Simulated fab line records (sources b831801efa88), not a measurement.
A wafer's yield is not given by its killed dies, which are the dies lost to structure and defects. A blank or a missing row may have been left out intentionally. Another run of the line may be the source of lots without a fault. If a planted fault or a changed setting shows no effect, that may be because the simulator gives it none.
A struck lot beside a sound one :: flow sky130 :: 16 out of 708 route steps
Sound: the wafers L935.2, L935.3, L935.5. The struck wafers were L939.3, L939.4, L939.5. Last of all comes the cause.
Per side, at each step with rows, come the tool, then ch with its chambers, and then its first start. Under that, the readings that differ: sound wafers :: struck wafers :: difference of the means :: sigmas: that difference in standard deviations of wafers without a fault.
alike: words and numbers the same on both sides, and readings whose means are apart by under 2 such deviations; not compared: readings that were withheld, readings missing a value for some wafer, numbers with overlapping values and no deviation given by the record, and bounds like >300 which may hide the same value.
The two part at a step that has a row with sigmas, a row that says differs or no value, or rows on one side only. When numbers do not overlap yet have no deviation, they are printed without sigmas and do not part them. A reading missing from all wafers of one side parts the sides only when that side holds two or more wafers.

SKY_VIA2_CMP_02: polishes SiO2.
  sound on cmp-01 ch 0,2, day 38 01:15; struck on cmp-01 ch 1,2,3, day 39 05:34
  alike: motor-current-A, slurry-flow-ml-min
SKY_VIA2_BOW_MEAS_03:
  sound: film-metro-02 at day 38 01:34; struck: film-metro-02 at day 39 05:52
  alike: VIA2_BOW
then, 8 steps without rows for these wafers: SKY_VIA2_DEHYDRATE_04 (time 60 s); SKY_VIA2_HMDS_05 (prime time 60 s); SKY_VIA2_COAT_06 (resist thk 60 nm); SKY_VIA2_COAT_07 (resist thk 450 nm); SKY_VIA2_SOFTBAKE_08 (time 90 s); SKY_VIA2_EXPOSE_09 (exposes mask VIM2, target cd 200 nm); SKY_VIA2_PEB_10; SKY_VIA2_DEVELOP_11 (develop time 60 s).
SKY_VIA2_CD_MEAS_12: the cd target is 200 nm.
  sound: cd-sem-01 at day 39 02:08; struck: cd-sem-01 at day 40 06:19
  alike: cd-nm
SKY_VIA2_OVL_MEAS_13:
  sound: overlay-01 at day 39 02:15; struck: overlay-01 at day 40 06:25
  alike: VIA2_OVL
SKY_VIA2_ETCH_14: etches BARC in N2/H2, stops on SiO2, time 45.9 s, target depth 60 nm.
  sound on rie-diel-04 ch 2,3, day 39 02:17; struck on rie-diel-01 ch 0,1,3, day 40 06:26
reading: oes-product-au (a.u.)
sound: 0.854 0.857 0.860
struck: 0.996 1.009 0.987
difference: +0.140
sigmas: +31

reading: run-length-s (s)
sound: 74.6 73.6 73.7
struck: 56.4 57.2 56.5
difference: -17.3
sigmas: -31

reading: model.KrF-thick_of_VIA2_COAT_07.thk-nm (nm)
sound: 389.5 393.5 391.5
struck: 408.7 409.1 408.8
difference: +17.4
sigmas: 

reading: model.etch.depth-nm (nm)
sound: 59.77 59.7 59.87
struck: 48.85 49.13 47.75
difference: -11.20
sigmas: 

reading: model.VIA2.cd-nm (nm)
sound: 201.5 201.1 203.6
struck: 196.8 197.9 196.2
difference: -5.1
sigmas: 
  alike: drypump-motor-current-A, h2-flow-sccm, throttle-valve-pct
  not compared: rf-hours-counter-h
SKY_VIA2_ETCH_15: etches SiO2 in C4F8/O2/Ar, stops on TiN, target depth 546 nm, time 84 s.
  sound on rie-diel-04 ch 2,3, day 39 02:19; struck on rie-diel-01 ch 0,1,3, day 40 06:28
reading: oes-product-au (a.u.)
sound: 0.945 0.945 0.945
struck: 0.441 0.458 0.403
difference: -0.511
sigmas: -99 or more

reading: model.KrF-thick_of_VIA2_COAT_07.thk-nm (nm)
sound: 277.7 287 285.2
struck: 297.5 299.1 302
difference: +16.2
sigmas: 
  alike: run-length-s
  not compared: rf-hours-counter-h
SKY_VIA2_STRIP_16: strips in O2/N2.
  sound on plasma-asher-01 ch 0,1, day 39 02:23; struck on plasma-asher-03 ch 0,1, day 40 06:34
reading: strip-time-to-endpoint-s (s)
sound: 3.982 4.091 4.064
struck: 4.199 4.204 4.233
difference: +0.166
sigmas: +6
  alike: drypump-motor-current-A, oes-product-au
  not compared: rf-hours-counter-h
then, 1 step without rows for these wafers: SKY_VIA2_STRIP_17 (strips in post etch residue remover, time 1200 s).

## WHERE THEY PART
Earliest at SKY_VIA2_ETCH_14; latest, in this record, at SKY_VIA2_STRIP_16.

WHY: the cause the simulator had injected
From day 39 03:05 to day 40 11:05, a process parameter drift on rie-diel-01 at SKY_VIA2_ETCH_14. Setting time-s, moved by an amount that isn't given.
